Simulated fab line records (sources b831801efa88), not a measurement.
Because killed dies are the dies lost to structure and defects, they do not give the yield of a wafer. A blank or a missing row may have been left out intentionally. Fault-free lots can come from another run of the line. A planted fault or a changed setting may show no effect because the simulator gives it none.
fab line records | flow sky130
record: lots: 6 | wafers: 18 | last-day: 49
route steps=708 shown METAL3@532 CAPM@537 PAD_OPEN@708
lots that met no fault: from a run of the same line without faults
start-h: start of the lot's first displayed wafer, in hours after the record's first day | wait-h: how many hours have passed since the lot's step before this one | " as in the row above | L1.1+2: a row that stands for several wafers | - either no value or no given start | * or withheld: withheld | < > ~ a bound
route shown NAME@n: NAME is a module with steps in the file, n the number in the route of the first one | usual: mean/standard deviation of fault-free wafers | same: alike in all rows | chamber/n: place in a boat | sites: per-site readings | _std_site: their standard deviation | _edge_site: the outer-site mean with the inner-site mean subtracted | radius-mm: how far each site lies from the wafer's centre | mask NAME#n: copy n | behind: the most recent tool/chamber to have shaped the wafer | hold: what put the lot on hold/how long, in hours/how the hold closed | device: the transistor (n, p or np) that didn't switch | end of line: at the end of the route, the tests of the same wafers | a step without rows: its recipe alone | killed: dies lost to structure and defects at the first sort, not the wafer's yield | map: per-die view of a wafer (x killed, . not killed, _ where there is no die)
set.NAME: the setting as run; set.NAME@STEP: as run at that earlier step | model.NAME: the simulator's own value behind a step, which no gauge read
a table for each step, a row for each wafer; lots at some steps of the route
services: when a tool's chamber went out of use (start-h, in hours from the record's first day, below 0 if earlier), for how many hours, and the reason
== steps ==
step: SKY_METAL3_SPUTTER_00
recipe: material: Ti | target-thk-nm: 15 | power-w: 3000 | time-s: 10 | chamber-pressure-pa: 0.4
usual: throttle-valve-pct: 30.3/0.99
lot.wafer | tool           | chamber | start-h | wait-h | throttle-valve-pct
L763.4    | pvd-sputter-01 | -       | 839.78  | 0.1    | 31.3
L763.5    | "              | -       | "       | "      | 29.9
L763.6    | "              | -       | "       | "      | 29.8
L765.1    | pvd-sputter-04 | -       | 891.94  | 0.2    | 32.2
L765.4    | "              | -       | "       | "      | 30.4
L765.6    | "              | -       | "       | "      | 31.3
L772.2    | pvd-sputter-04 | -       | 911.84  | 0.1    | 31.2
L772.3    | "              | -       | "       | "      | 28.3
L772.6    | "              | -       | "       | "      | 30.4
L773.2    | pvd-sputter-01 | -       | 924.08  | 0.1    | 29.9
L773.3    | "              | -       | "       | "      | 30.2
L773.5    | "              | -       | "       | "      | 29.5
L774.2    | pvd-sputter-01 | -       | 936.99  | 0.2    | 30.3
L774.3    | "              | -       | "       | "      | 31.0
L774.6    | "              | -       | "       | "      | 30.0
L781.2    | pvd-sputter-01 | -       | 985.94  | 0.1    | 30.1
L781.3    | "              | -       | "       | "      | 30.2
L781.4    | "              | -       | "       | "      | 30.1
step: SKY_METAL3_SPUTTER_01
recipe: material: TiN | target-thk-nm: 20 | power-w: 6500 | time-s: 16.7 | chamber-pressure-pa: 0.4
step: SKY_METAL3_SPUTTER_02
recipe: material: AlCu | target-thk-nm: 735 | power-w: 10600 | time-s: 39.1 | chamber-pressure-pa: 0.4
usual: throttle-valve-pct: 30.4/0.99
lot.wafer | tool           | chamber | start-h | wait-h | throttle-valve-pct
L763.4    | pvd-sputter-01 | -       | 839.83  | 0.0    | 31.1
L763.5    | "              | -       | "       | "      | 30.3
L763.6    | "              | -       | "       | "      | 29.9
L765.1    | pvd-sputter-04 | -       | 891.99  | 0.0    | 32.4
L765.4    | "              | -       | "       | "      | 30.3
L765.6    | "              | -       | "       | "      | 31.1
L772.2    | pvd-sputter-04 | -       | 911.88  | 0.0    | 31.4
L772.3    | "              | -       | "       | "      | 28.5
L772.6    | "              | -       | "       | "      | 30.3
L773.2    | pvd-sputter-01 | -       | 924.13  | 0.0    | 29.7
L773.3    | "              | -       | "       | "      | 30.2
L773.5    | "              | -       | "       | "      | 30.0
L774.2    | pvd-sputter-01 | -       | 937.04  | 0.0    | 30.1
L774.3    | "              | -       | "       | "      | 31.2
L774.6    | "              | -       | "       | "      | 30.0
L781.2    | pvd-sputter-01 | -       | 985.99  | 0.0    | 30.0
L781.3    | "              | -       | "       | "      | 30.3
L781.4    | "              | -       | "       | "      | 30.1
step: SKY_METAL3_SPUTTER_03
recipe: material: Ti | target-thk-nm: 5 | power-w: 3000 | time-s: 3.3 | chamber-pressure-pa: 0.4
usual: throttle-valve-pct: 30.3/0.98
lot.wafer | tool           | chamber | start-h | wait-h | throttle-valve-pct
L763.4    | pvd-sputter-01 | -       | 839.87  | 0.0    | 31.1
L763.5    | "              | -       | "       | "      | 30.2
L763.6    | "              | -       | "       | "      | 29.8
L765.1    | pvd-sputter-04 | -       | 892.03  | 0.0    | 32.5
L765.4    | "              | -       | "       | "      | 30.4
L765.6    | "              | -       | "       | "      | 31.3
L772.2    | pvd-sputter-04 | -       | 911.92  | 0.0    | 31.2
L772.3    | "              | -       | "       | "      | 28.7
L772.6    | "              | -       | "       | "      | 30.3
L773.2    | pvd-sputter-01 | -       | 924.17  | 0.0    | 29.9
L773.3    | "              | -       | "       | "      | 30.1
L773.5    | "              | -       | "       | "      | 29.7
L774.2    | pvd-sputter-01 | -       | 937.08  | 0.0    | 30.1
L774.3    | "              | -       | "       | "      | 30.8
L774.6    | "              | -       | "       | "      | 29.5
L781.2    | pvd-sputter-01 | -       | 986.03  | 0.0    | 29.9
L781.3    | "              | -       | "       | "      | 30.4
L781.4    | "              | -       | "       | "      | 30.1
step: SKY_METAL3_SPUTTER_04
recipe: material: TiN | target-thk-nm: 70 | power-w: 6500 | time-s: 58.3 | chamber-pressure-pa: 0.4
step: SKY_CAPM_CVD_00
recipe: material: SiO2 | target-thk-nm: 15.5 | temp-c: 400 | time-s: withheld | rf-w: 450
usual: heater-power-w: 736/97 | rf-fwd-power-W: 440.7/2.6
lot.wafer | tool     | chamber | start-h | wait-h | heater-power-w | rf-fwd-power-W
L763.4    | pecvd-02 | 2       | 839.95  | 0.0    | 649            | 442.1
L763.5    | "        | 0       | "       | "      | 749            | 438.8
L763.6    | "        | 1       | "       | "      | 718            | 438.5
L765.1    | pecvd-03 | 1       | 892.10  | 0.0    | 673            | 443.0
L765.4    | "        | 0       | "       | "      | 699            | 443.1
L765.6    | "        | 2       | "       | "      | 834            | 446.8
L772.2    | pecvd-04 | 2       | 911.99  | 0.0    | 584            | 436.9
L772.3    | "        | 0       | "       | "      | 1032           | 444.1
L772.6    | "        | 1       | "       | "      | 708            | 437.9
L773.2    | pecvd-02 | 0       | 924.23  | 0.0    | 687            | 437.5
L773.3    | "        | 1       | "       | "      | 660            | 438.5
L773.5    | "        | 2       | "       | "      | 693            | 438.8
L774.2    | pecvd-03 | 0       | 937.14  | 0.0    | 748            | 445.1
L774.3    | "        | 1       | "       | "      | 741            | 444.6
L774.6    | "        | 2       | "       | "      | 857            | 443.8
L781.2    | pecvd-04 | 1       | 986.09  | 0.0    | 664            | 439.3
L781.3    | "        | 2       | "       | "      | 624            | 437.4
L781.4    | "        | 0       | "       | "      | 872            | 443.7
step: SKY_CAPM_THK_MEAS_01
recipe: reads: SiO2_of_CAPM_CVD_00
usual: CAPM_CVD_00_THK: 15.50/0.21
lot.wafer | tool          | chamber | start-h | wait-h | CAPM_CVD_00_THK[nm]
L763.4    | film-metro-02 | -       | 839.99  | -      | 15.56
L763.5    | "             | -       | "       | "      | 15.67
L763.6    | "             | -       | "       | "      | 15.72
L765.1    | film-metro-03 | -       | 892.12  | -      | 15.53
L765.4    | "             | -       | "       | "      | 15.58
L765.6    | "             | -       | "       | "      | 15.55
L772.2    | film-metro-02 | -       | 912.02  | -      | 15.32
L772.3    | "             | -       | "       | "      | 15.18
L772.6    | "             | -       | "       | "      | 15.54
L773.2    | film-metro-01 | -       | 924.27  | -      | 15.26
L773.3    | "             | -       | "       | "      | 15.29
L773.5    | "             | -       | "       | "      | 15.65
L774.2    | film-metro-02 | -       | 937.17  | -      | 15.38
L774.3    | "             | -       | "       | "      | 15.39
L774.6    | "             | -       | "       | "      | 15.60
L781.2    | film-metro-01 | -       | 986.12  | -      | 15.71
L781.3    | "             | -       | "       | "      | 15.41
L781.4    | "             | -       | "       | "      | 15.91
step: SKY_CAPM_SPUTTER_02
recipe: material: TiN | target-thk-nm: 200 | temp-c: 300 | power-w: 6500 | time-s: 166.7 | chamber-pressure-pa: 0.4
usual: throttle-valve-pct: 29.8/0.83
lot.wafer | tool           | chamber | start-h | wait-h | throttle-valve-pct
L763.4    | pvd-sputter-03 | -       | 840.02  | 0.0    | 30.6
L763.5    | "              | -       | "       | "      | 30.8
L763.6    | "              | -       | "       | "      | 29.4
L765.1    | pvd-sputter-01 | -       | 892.18  | 0.1    | 31.0
L765.4    | "              | -       | "       | "      | 30.4
L765.6    | "              | -       | "       | "      | 29.8
L772.2    | pvd-sputter-01 | -       | 912.07  | 0.0    | 31.2
L772.3    | "              | -       | "       | "      | 30.2
L772.6    | "              | -       | "       | "      | 30.2
L773.2    | pvd-sputter-03 | -       | 924.32  | 0.0    | 30.9
L773.3    | "              | -       | "       | "      | 29.7
L773.5    | "              | -       | "       | "      | 29.3
L774.2    | pvd-sputter-03 | -       | 937.22  | 0.0    | 30.8
L774.3    | "              | -       | "       | "      | 28.9
L774.6    | "              | -       | "       | "      | 28.9
L781.2    | pvd-sputter-03 | -       | 986.17  | 0.0    | 28.7
L781.3    | "              | -       | "       | "      | 30.7
L781.4    | "              | -       | "       | "      | 29.5
step: SKY_CAPM_RS_MEAS_03
recipe: thk-meas-gauge: four-point-probe | reads: TiN_of_CAPM_SPUTTER_02
usual: CAPM_TIN_RS: 6.89/0.07
lot.wafer | tool          | chamber | start-h | wait-h | CAPM_TIN_RS[ohm/sq]
L763.4    | film-metro-02 | -       | 840.19  | 0.1    | 6.83
L763.5    | "             | -       | "       | "      | 6.83
L763.6    | "             | -       | "       | "      | 6.90
L765.1    | film-metro-02 | -       | 892.29  | 0.1    | 6.88
L765.4    | "             | -       | "       | "      | 6.89
L765.6    | "             | -       | "       | "      | 6.90
L772.2    | film-metro-02 | -       | 912.20  | 0.1    | 6.69
L772.3    | "             | -       | "       | "      | 6.68
L772.6    | "             | -       | "       | "      | 6.76
L773.2    | film-metro-02 | -       | 924.45  | 0.1    | 6.89
L773.3    | "             | -       | "       | "      | 6.95
L773.5    | "             | -       | "       | "      | 6.91
L774.2    | film-metro-03 | -       | 937.35  | 0.1    | 6.76
L774.3    | "             | -       | "       | "      | 6.80
L774.6    | "             | -       | "       | "      | 6.74
L781.2    | film-metro-02 | -       | 986.30  | 0.1    | 6.88
L781.3    | "             | -       | "       | "      | 6.88
L781.4    | "             | -       | "       | "      | 6.92
step: SKY_CAPM_THK_MEAS_04
recipe: thk-meas-gauge: xrf | reads: TiN_of_CAPM_SPUTTER_02
usual: CAPM_TIN_THK: 202.1/2.1
lot.wafer | tool          | chamber | start-h | wait-h | CAPM_TIN_THK[nm]
L763.4    | film-metro-02 | -       | 840.28  | 0.1    | 204.4
L763.5    | "             | -       | "       | "      | 204.6
L763.6    | "             | -       | "       | "      | 202.5
L765.1    | film-metro-02 | -       | 892.41  | 0.1    | 202.1
L765.4    | "             | -       | "       | "      | 202.8
L765.6    | "             | -       | "       | "      | 201.8
L772.2    | film-metro-02 | -       | 912.31  | 0.1    | 209.6
L772.3    | "             | -       | "       | "      | 208.3
L772.6    | "             | -       | "       | "      | 206.1
L773.2    | film-metro-02 | -       | 924.56  | 0.1    | 201.8
L773.3    | "             | -       | "       | "      | 201.5
L773.5    | "             | -       | "       | "      | 201.5
L774.2    | film-metro-03 | -       | 937.46  | 0.1    | 204.2
L774.3    | "             | -       | "       | "      | 203.3
L774.6    | "             | -       | "       | "      | 203.9
L781.2    | film-metro-02 | -       | 986.41  | 0.1    | 202.2
L781.3    | "             | -       | "       | "      | 202.5
L781.4    | "             | -       | "       | "      | 201.5
step: SKY_CAPM_DEHYDRATE_05
recipe: temp-c: 200 | time-s: 60
step: SKY_CAPM_HMDS_06
recipe: prime-time-s: 60 | prime-temp-c: 120
step: SKY_CAPM_COAT_07
recipe: resist: NOVOLAK | spin-rpm: 3000 | resist-thk-nm: 1140
lot.wafer | tool           | chamber | start-h | wait-h | model.NOVOLAK_of_CAPM_COAT_07.thk-nm
L763.4    | litho-track-01 | 0       | 853.63  | 0.1    | 1144
L763.5    | "              | 0       | "       | "      | 1148
L763.6    | "              | 0       | "       | "      | 1146
L765.1    | litho-track-04 | 0       | 904.61  | 0.1    | 1143
L765.4    | "              | 0       | "       | "      | 1144
L765.6    | "              | 0       | "       | "      | 1142
L772.2    | litho-track-01 | 0       | 923.78  | 0.1    | 1140
L772.3    | "              | 0       | "       | "      | 1142
L772.6    | "              | 0       | "       | "      | 1139
L773.2    | litho-track-04 | 0       | 936.48  | 0.1    | 1151
L773.3    | "              | 0       | "       | "      | 1153
L773.5    | "              | 0       | "       | "      | 1152
L774.2    | litho-track-04 | 0       | 948.78  | 0.1    | 1155
L774.3    | "              | 0       | "       | "      | 1154
L774.6    | "              | 0       | "       | "      | 1156
L781.2    | litho-track-01 | 0       | 997.23  | 0.1    | 1145
L781.3    | "              | 0       | "       | "      | 1138
L781.4    | "              | 0       | "       | "      | 1142
step: SKY_CAPM_SOFTBAKE_08
recipe: temp-c: 90 | time-s: 60 | resist: NOVOLAK
step: SKY_CAPM_EXPOSE_09
recipe: mask-id: CAPM | na: 0.6 | source-shape: conventional | sigma-outer: 0.6 | polarization: unpolarized | target-cd-nm: 1000 | dose-mj: 159
step: SKY_CAPM_PEB_10
recipe: temp-c: withheld | time-s: * | resist: NOVOLAK
step: SKY_CAPM_DEVELOP_11
recipe: resist: NOVOLAK | developer: TMAH | develop-time-s: 60 | dev-temp-c: 23
step: SKY_CAPM_OVL_MEAS_12
usual: CAPM_OVL: 0.4/1.2
lot.wafer | tool       | chamber | start-h | wait-h | CAPM_OVL[nm]
L763.4    | overlay-01 | -       | 866.34  | 0.1    | 0.6
L763.5    | "          | -       | "       | "      | -0.6
L763.6    | "          | -       | "       | "      | 0.2
L765.1    | overlay-01 | -       | 917.01  | 0.1    | -1.5
L765.4    | "          | -       | "       | "      | -1.2
L765.6    | "          | -       | "       | "      | -0.6
L772.2    | overlay-02 | -       | 936.16  | 0.1    | -0.5
L772.3    | "          | -       | "       | "      | 0.7
L772.6    | "          | -       | "       | "      | -0.4
L773.2    | overlay-02 | -       | 948.18  | 0.1    | 1.5
L773.3    | "          | -       | "       | "      | 1.9
L773.5    | "          | -       | "       | "      | 0.9
L774.2    | overlay-01 | -       | 961.47  | 0.1    | 0.5
L774.3    | "          | -       | "       | "      | -0.6
L774.6    | "          | -       | "       | "      | 1.2
L781.2    | overlay-02 | -       | 1008.98 | 0.1    | -0.6
L781.3    | "          | -       | "       | "      | -0.2
L781.4    | "          | -       | "       | "      | -0.6
step: SKY_CAPM_METAL_ETCH_13
recipe: target-depth-nm: 220 | stop-on: SiO2 | chemistry: Cl2/BCl3 | target: TiN | pressure-mtorr: 10 | icp-w: 900 | bias-w: 48.5 | Cl2_flow_sccm: 60 | bcl3-flow-sccm: 30 | time-s: 62.9
usual: drypump-motor-current-A: 5.7/0.51 | oes-product-au: 0.943/0.0073 | rf-fwd-power-W: 891.5/2.8 | throttle-valve-pct: 21.901/0.01
lot.wafer | tool         | chamber | start-h | wait-h | drypump-motor-current-A | oes-product-au | rf-fwd-power-W | rf-hours-counter-h | throttle-valve-pct | model.NOVOLAK_of_CAPM_COAT_07.thk-nm
L763.4    | rie-metal-03 | 0       | 866.40  | 0.0    | 6.1                     | 0.949          | 892.7          | -                  | 21.899             | 996.1
L763.5    | "            | 0       | "       | "      | 6.1                     | 0.946          | 892.3          | -                  | 21.922             | 1000
L763.6    | "            | 1       | "       | "      | 6.2                     | 0.948          | 887.5          | -                  | 21.908             | 1000
L765.1    | rie-metal-02 | 0       | 917.04  | 0.0    | 5.7                     | 0.954          | 888.5          | 6                  | 21.899             | 994
L765.4    | "            | 0       | "       | "      | 5.7                     | 0.936          | 890.7          | -                  | 21.907             | 996.3
L765.6    | "            | 0       | "       | "      | 5.7                     | 0.952          | 889.4          | -                  | 21.893             | 993.5
L772.2    | rie-metal-02 | 0       | 936.19  | 0.0    | 5.7                     | 0.964          | 886.8          | 7                  | 21.891             | 990.1
L772.3    | "            | 1       | "       | "      | 6.2                     | 0.956          | 890.5          | -                  | 21.887             | 994.2
L772.6    | "            | 1       | "       | "      | 6.2                     | 0.954          | 890.1          | -                  | 21.882             | 992.9
L773.2    | rie-metal-04 | 0       | 948.21  | 0.0    | 4.9                     | 0.944          | 891.9          | 0                  | 21.889             | 1002
L773.3    | "            | 1       | "       | "      | 5.3                     | 0.941          | 892.2          | -                  | 21.895             | 1006
L773.5    | "            | 0       | "       | "      | 4.9                     | 0.938          | 889.8          | -                  | 21.910             | 1002
L774.2    | rie-metal-04 | 1       | 961.50  | 0.0    | 5.3                     | 0.957          | 896.8          | 14                 | 21.896             | 1008
L774.3    | "            | 1       | "       | "      | 5.3                     | 0.950          | 894.2          | -                  | 21.890             | 1009
L774.6    | "            | 1       | "       | "      | 5.3                     | 0.953          | 893.2          | -                  | 21.901             | 1009
L781.2    | rie-metal-04 | 1       | 1009.01 | 0.0    | 5.4                     | 0.947          | 890.5          | 16                 | 21.899             | 996.8
L781.3    | "            | 1       | "       | "      | 5.3                     | 0.942          | 890.2          | -                  | 21.908             | 992
L781.4    | "            | 0       | "       | "      | 4.9                     | 0.938          | 893.9          | -                  | 21.907             | 991.2
step: SKY_CAPM_STRIP_14
recipe: chemistry: O2/N2 | power-w: 1400 | pressure-mtorr: 1500 | platen-temp-c: withheld | o2-flow-sccm: 3000 | n2-flow-sccm: 300 | overash-fraction: 0.5
usual: drypump-motor-current-A: 5.8/0.61 | oes-product-au: 0.710/0.0046 | strip-time-to-endpoint-s: 12.63/0.055
same: overash-fraction: 0.5
lot.wafer | tool            | chamber | start-h | wait-h | drypump-motor-current-A | oes-product-au | rf-hours-counter-h | strip-time-to-endpoint-s
L763.4    | plasma-asher-03 | 1       | 866.50  | 0.1    | 6.5                     | 0.706          | -                  | 12.68
L763.5    | "               | 0       | "       | "      | 5.2                     | 0.705          | -                  | 12.73
L763.6    | "               | 1       | "       | "      | 6.5                     | 0.708          | -                  | 12.72
L765.1    | plasma-asher-01 | 1       | 917.12  | 0.1    | 6.6                     | 0.718          | 17                 | 12.67
L765.4    | "               | 1       | "       | "      | 6.5                     | 0.709          | -                  | 12.68
L765.6    | "               | 1       | "       | "      | 6.5                     | 0.703          | -                  | 12.66
L772.2    | plasma-asher-03 | 1       | 936.27  | 0.1    | 6.5                     | 0.713          | 80                 | 12.62
L772.3    | "               | 1       | "       | "      | 6.6                     | 0.705          | -                  | 12.67
L772.6    | "               | 0       | "       | "      | 5.2                     | 0.711          | -                  | 12.67
L773.2    | plasma-asher-01 | 1       | 948.29  | 0.1    | 6.6                     | 0.707          | 20                 | 12.75
L773.3    | "               | 1       | "       | "      | 6.5                     | 0.708          | -                  | 12.79
L773.5    | "               | 1       | "       | "      | 6.5                     | 0.718          | -                  | 12.77
L774.2    | plasma-asher-03 | 1       | 961.57  | 0.1    | 6.5                     | 0.707          | 83                 | 12.82
L774.3    | "               | 0       | "       | "      | 5.2                     | 0.705          | -                  | 12.83
L774.6    | "               | 1       | "       | "      | 6.6                     | 0.701          | -                  | 12.82
L781.2    | plasma-asher-01 | 1       | 1009.09 | 0.1    | 6.5                     | 0.714          | 26                 | 12.69
L781.3    | "               | 1       | "       | "      | 6.5                     | 0.708          | -                  | 12.64
L781.4    | "               | 0       | "       | "      | 5.3                     | 0.713          | -                  | 12.64
step: SKY_CAPM_STRIP_15
recipe: chemistry: post-etch-residue-remover | time-s: 1200 | temp-c: 72.5
step: SKY_PAD_OPEN_PROBE_99
usual: defect-limited-yield: 82.7/2.1 | killed_at_M0_to_M3: 43/7.2 | killed_at_M4_up: 3.3/1.8 | killed-at-contacts: 23/5.5 | killed-at-front-end: 16/5.1 | killed-at-other: 0.4/0.65 | killed-dies: 85/10 | killed-open: 46/7.1 | killed-short: 38/7.2 | sort_bin_3_pad_short: 0.9/0.41 | sort_bin_5_function: 10.2/1.5 | sort_bin_6_memory: 6.2/1.1 | sort-n-pass: 407/10 | sort-yield-pct: 82.7/2.1
same: gross-dies: 492 | killed-at-back-side: 0 | sort_bin_4_leakage[%]: 0 | sort_bin_8_speed[%]: 0
lot.wafer | tool      | chamber | start-h | wait-h | defect-limited-yield[%] | killed_at_M0_to_M3 | killed_at_M4_up | killed-at-contacts | killed-at-front-end | killed-at-other | killed-dies | killed-open | killed-short | sort_bin_3_pad_short[%] | sort_bin_5_function[%] | sort_bin_6_memory[%] | sort-n-pass | sort-yield-pct[%]
L772.2    | prober-02 | -       | 1123.03 | 0.1    | 81.7                    | 44                 | 4               | 28                 | 14                  | 0               | 90          | 49          | 39           | 1.0                     | 12.0                   | 5.3                  | 402         | 81.7
L772.3    | prober-02 | -       | 1123.08 | 0.2    | 82.3                    | 41                 | 3               | 17                 | 25                  | 1               | 87          | 42          | 41           | 1.6                     | 10.8                   | 5.3                  | 405         | 82.3
L772.6    | prober-02 | -       | 1123.23 | 0.2    | 77.2                    | 63                 | 6               | 27                 | 16                  | 0               | 112         | 52          | 59           | 1.0                     | 14.6                   | 7.1                  | 380         | 77.2
killed by level:class
L772.2 VIA1:geometric-particle:open=11 VIA2:geometric-particle:open=9 CONTACT:geometric-particle:open=9 METAL2:geometric-particle:short=9 LI_CONTACT:geometric-particle:open=8 POLY_GATE:geometric-particle:short=6 LOCAL_INTERCONNECT:geometric-particle:short=4 CONTACT:geometric-particle:short=4
L772.3 CONTACT:geometric-particle:open=10 METAL2:geometric-particle:short=8 VIA1:geometric-particle:short=6 VIA1:geometric-particle:open=6 FIELD_ISO:geometric-particle:short=5 VIA3:geometric-particle:open=5 FIELD_ISO:geometric-particle:open=4 POLY_GATE:geometric-particle:short=4
L772.6 LI_CONTACT:geometric-particle:open=12 VIA3:geometric-particle:open=11 METAL1:geometric-particle:short=9 METAL2:geometric-particle:short=8 VIA1:geometric-particle:open=7 CONTACT:geometric-particle:short=7 VIA2:geometric-particle:open=7 VIA3:geometric-particle:short=5
== services ==
tool            | chamber | start-h | hours | kind
pecvd-03        | -       | 819.04  | 3.7   | repair
rie-metal-04    | -       | 832.26  | 0.5   | repair
plasma-asher-01 | -       | 837.05  | 2.1   | repair
pvd-sputter-01  | -       | 844.08  | 1.8   | repair
pvd-sputter-03  | -       | 845.99  | 1.8   | repair
pecvd-02        | 2       | 846.95  | 6.8   | repair
pvd-sputter-04  | -       | 849.94  | 0.6   | repair
pecvd-04        | 1       | 852.51  | 2.1   | repair
pvd-sputter-03  | -       | 860.65  | 6.5   | repair
pecvd-02        | -       | 862.66  | 1.4   | repair
rie-metal-03    | 0       | 871.79  | 5.1   | repair
rie-metal-03    | -       | 913.56  | 28.1  | pm
pvd-sputter-03  | -       | 915.60  | 8.7   | repair
rie-metal-04    | 0       | 917.64  | -     | clean
rie-metal-04    | 0       | 917.64  | 19.2  | scheduled-down
rie-metal-04    | 0       | 917.64  | 19.2  | vent-cycle
pvd-sputter-01  | -       | 937.51  | 8.1   | repair
plasma-asher-01 | -       | 947.24  | 0.9   | repair
rie-metal-03    | -       | 949.76  | 1.4   | pm
rie-metal-04    | 1       | 962.81  | 13.1  | repair
pvd-sputter-04  | -       | 977.48  | 24.5  | repair
pecvd-02        | -       | 978.97  | 0.8   | repair
pecvd-02        | 0       | 983.48  | 12.0  | repair
rie-metal-04    | -       | 997.15  | 2.8   | pm
== key ==
first-sign: step: SKY_CAPM_STRIP_14 | reading: strip-time-to-endpoint-s | direction: up | sigmas: 3 | usual: * | struck: *
effect none on later readings
model-effect: step: SKY_CAPM_COAT_07 | value: NOVOLAK_of_CAPM_COAT_07.thk-nm | without: 1140 | struck: 1153
model-effect: step: SKY_CAPM_METAL_ETCH_13 | value: NOVOLAK_of_CAPM_COAT_07.thk-nm | without: 992.2 | struck: 1006
met-at SKY_CAPM_COAT_07
struck-wafers L773.2,L773.3,L773.5,L774.2,L774.3,L774.6
onset-between 904.61 936.48
fault: kind: process-parameter-drift | tool: litho-track-04 | chamber: - | onset-h: 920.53 | steps: SKY_CAPM_COAT_07 | channel: resist-thk-nm | offset: 13.718 | shape: step | end-h: 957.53 | acts-in: these-recipes-only | stated: 1140
